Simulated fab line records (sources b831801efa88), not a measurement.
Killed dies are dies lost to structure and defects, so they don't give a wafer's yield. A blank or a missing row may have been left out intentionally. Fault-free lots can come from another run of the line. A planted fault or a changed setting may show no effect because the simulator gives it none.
Comparing a struck lot with a sound one :: flow gf180mcu :: 16 steps out of a route of 602
Sound: the wafers L838.2, L838.4, L838.5. The struck wafers were L849.4, L849.5, L849.6. At the end, the cause is stated.
Each step with rows lists, per side, the tool, then ch with its chambers, then its first start. Under that, the readings that differ: sound wafers :: struck wafers :: difference of the means :: sigmas: that difference in standard deviations of wafers without a fault.
alike: a reading whose means differ by less than 2 such deviations, as well as words and numbers matching on both sides. not compared: withheld readings; readings where some wafer has no value; bounds like >300 that might hide an equal value; numbers whose values overlap and for which the record gives no deviation.
Wherever a step has rows on one side only, a row that says differs or no value, or a row with sigmas, the two part there. Numbers that have no deviation but don't overlap get no sigmas and don't part them. A reading missing from all wafers of one side parts the sides only when that side holds two or more wafers.

GF_POLY_GATE_THK_MEAS_01:
  sound: filmMetro-02 at day 10 15:45; struck: filmMetro-03 at day 14 02:49
  alike: POLY_GATE_CVD_00_THK
then, 8 steps without rows for these wafers: GF_POLY_GATE_DEHYDRATE_02 (time 60 s); GF_POLY_GATE_HMDS_03 (prime time 60 s); GF_POLY_GATE_COAT_04; GF_POLY_GATE_COAT_05 (resist thk 700 nm); GF_POLY_GATE_SOFTBAKE_06 (time 60 s); GF_POLY_GATE_EXPOSE_07 (exposes mask Poly2, target cd 280 nm); GF_POLY_GATE_PEB_08 (peb time 90 s); GF_POLY_GATE_DEVELOP_09 (develop time 60 s).
GF_POLY_GATE_CD_MEAS_10: the cd target is 280 nm.
  sound: cdSem-01 at day 11 09:44; struck: cdSem-01 at day 15 00:07
  alike: cdNm
GF_POLY_GATE_OVL_MEAS_11:
  sound: overlay-01 at day 11 09:50; struck: overlay-02 at day 15 00:12
  alike: POLY_GATE_OVL
GF_POLY_GATE_ETCH_12: etches BARC in N2/H2.
  sound on rieDiel-04 ch 1,2, day 11 09:52; struck on rieDiel-04 ch 1,2, day 15 00:13
  alike: biasW, chamberPressureMTorr, drypumpMotorCurrentA, oesProductAu, throttleValvePct
GF_POLY_GATE_ETCH_13: etches poly-Si in HBr/Cl2, stops on SiO2, target depth 198.5 nm, time 69.6 s.
  sound on rieSi-02 ch 0,1,2, day 11 09:55; struck on rieSi-02 ch 0,1,3, day 15 00:16
  no value came back on the struck wafers for any of 6 readings (HBr_flow_sccm (sccm), biasW (W) and others); on the sound wafers HBr_flow_sccm (sccm) reads 150.1 149.6 150.0
  not compared: rfHoursCounterH
GF_POLY_GATE_STRIP_14: strips in O2/N2.
  sound on plasmaAsher-01 ch 0,1, day 11 09:59; struck on plasmaAsher-01 ch 0,1, day 15 00:22
reading: oesProductAu (a.u.)
sound: 0.503 0.502 0.515
struck: 0.534 0.535 0.541
difference: +0.030
sigmas: +6
  alike: drypumpMotorCurrentA, heaterPowerW
  not compared: rfHoursCounterH
then, 1 step without rows for these wafers: GF_POLY_GATE_CLEAN_15 (cleans in SC1/SC2, time 150 s).
-- a jump in the record: the struck wafers' starts before and after are 19 days apart (it breaks off in module POLY_GATE and resumes in module PASSIVATION, where the first step shown is number 602 of the route) --
GF_PASSIVATION_PROBE_99:
  rows exist in the record for the struck wafers here (prober-01, day 34 07:34), but not for the sound ones

## WHERE THEY PART
At GF_POLY_GATE_ETCH_13 first; at GF_PASSIVATION_PROBE_99 last (within this record only).

WHY: what the simulator had put in
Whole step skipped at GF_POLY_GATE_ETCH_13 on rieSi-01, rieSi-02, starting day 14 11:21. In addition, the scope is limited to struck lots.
